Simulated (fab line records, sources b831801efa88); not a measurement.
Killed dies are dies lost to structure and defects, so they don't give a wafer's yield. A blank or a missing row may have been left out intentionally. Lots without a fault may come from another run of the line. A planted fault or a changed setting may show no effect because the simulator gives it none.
Check for tools in common	flow sky130	Sampled: 14 lots, 42 wafers

REASON IT WAS OPENED
SKY_RES_XHIGH_TW_MEAS_09, reading RES_XHIGH_TW: flagged on 2 of 14 lots. Wafers without a fault read 1661, standard deviation 24.
Rule: a lot is flagged when every wafer of it that has a number lies more than 4 standard deviations from that mean, or none has a number. All remaining lots are regarded as sound.

lot	measured	on	RES_XHIGH_TW, wafer by wafer	flag
L214	day 26 15:10	film_metro-04	1681 1692 1688	
L215	day 26 17:12	film_metro-04	1681 1694 1681	
L216	day 27 21:08	film_metro-03	1649 1648 1649	
L217	day 27 21:34	film_metro-02	1613 1624 1619	
L218	day 27 21:56	film_metro-02	1624 1631 1617	
L219	day 28 10:11	film_metro-03	1651 1652 1655	
L220	day 28 17:55	film_metro-04	1672 1668 1674	
L221	day 29 07:32	film_metro-02	1633 1630 1639	
L223	day 30 00:16	film_metro-02	1640 1631 1635	
L224	day 30 12:29	film_metro-03	1657 1650 1651	
L226	day 30 17:44	film_metro-04	1678 1681 1676	
L230	day 32 10:02	film_metro-03	30 30 30	FLAGGED
L231	day 32 15:19	film_metro-04	31 31 31	FLAGGED
L237	day 34 23:59	film_metro-04	1682 1692 1689	
Average over the flagged lots: 30; offset from the usual -1630, equal to -68 standard deviations.

TOOL THAT RAN EACH LOT
2 process steps preceding the reading are held in the record, out of 708 steps in the route. In each cell: the tool, then ch and the chambers that the sampled wafers went through, then the start.
lot	flag	SKY_LDD_HVN_STRIP_09	SKY_RES_XHIGH_DEVELOP_06
L214		plasma_asher-04 ch 0,1, day 20 08:54	litho_track-02 ch 0, day 26 14:46
L215		plasma_asher-04 ch 0,1, day 20 09:11	litho_track-01 ch 0, day 26 16:50
L216		plasma_asher-02 ch 0,1, day 20 20:50	litho_track-02 ch 0, day 27 20:46
L217		plasma_asher-03 ch 0,1, day 21 01:51	litho_track-04 ch 0, day 27 21:10
L218		plasma_asher-03 ch 0,1, day 21 13:30	litho_track-01 ch 0, day 27 21:32
L219		plasma_asher-02 ch 0,1, day 22 06:44	litho_track-01 ch 0, day 28 09:49
L220		plasma_asher-02 ch 0,1, day 22 12:39	litho_track-04 ch 0, day 28 17:31
L221		plasma_asher-04 ch 0,1, day 23 04:26	litho_track-02 ch 0, day 29 07:10
L223		plasma_asher-02 ch 0,1, day 23 20:32	litho_track-04 ch 0, day 29 23:52
L224		plasma_asher-03 ch 0,1, day 24 08:03	litho_track-01 ch 0, day 30 12:05
L226		plasma_asher-04 ch 0,1, day 24 14:25	litho_track-01 ch 0, day 30 17:22
L230	FLAGGED	plasma_asher-03 ch 0,1, day 26 06:14	litho_track-01, day 32 09:40
L231	FLAGGED	plasma_asher-02 ch 0,1, day 26 13:08	litho_track-02, day 32 14:55
L237		plasma_asher-03 ch 0,1, day 29 03:47	litho_track-01 ch 0, day 34 23:35
What the steps here do:
- SKY_LDD_HVN_STRIP_09: strips in O2/N2.
- SKY_RES_XHIGH_DEVELOP_06: develop time 60 s.
- SKY_RES_XHIGH_TW_MEAS_09

FLAGGED OVER TOTAL, TOOL BY TOOL (the gauges that took the reading come last)
step	tool	lots run	flagged	share of the flagged lots	sound lots run after its first flagged lot
SKY_LDD_HVN_STRIP_09	plasma_asher-02	5	1	some	0
SKY_LDD_HVN_STRIP_09	plasma_asher-03	5	1	some	1 (L237)
SKY_LDD_HVN_STRIP_09	plasma_asher-04	4	0	none	-
SKY_RES_XHIGH_DEVELOP_06	litho_track-01	7	1	some	1 (L237)
SKY_RES_XHIGH_DEVELOP_06	litho_track-02	4	1	some	0
SKY_RES_XHIGH_DEVELOP_06	litho_track-04	3	0	none	-
SKY_RES_XHIGH_TW_MEAS_09	film_metro-02	4	0	none	-
SKY_RES_XHIGH_TW_MEAS_09	film_metro-03	4	1	some	0
SKY_RES_XHIGH_TW_MEAS_09	film_metro-04	6	1	some	1 (L237)

WHAT THE TABLE PERMITS
No row of the table ran every flagged lot.

WHAT WAS PUT IN BY THE SIMULATOR
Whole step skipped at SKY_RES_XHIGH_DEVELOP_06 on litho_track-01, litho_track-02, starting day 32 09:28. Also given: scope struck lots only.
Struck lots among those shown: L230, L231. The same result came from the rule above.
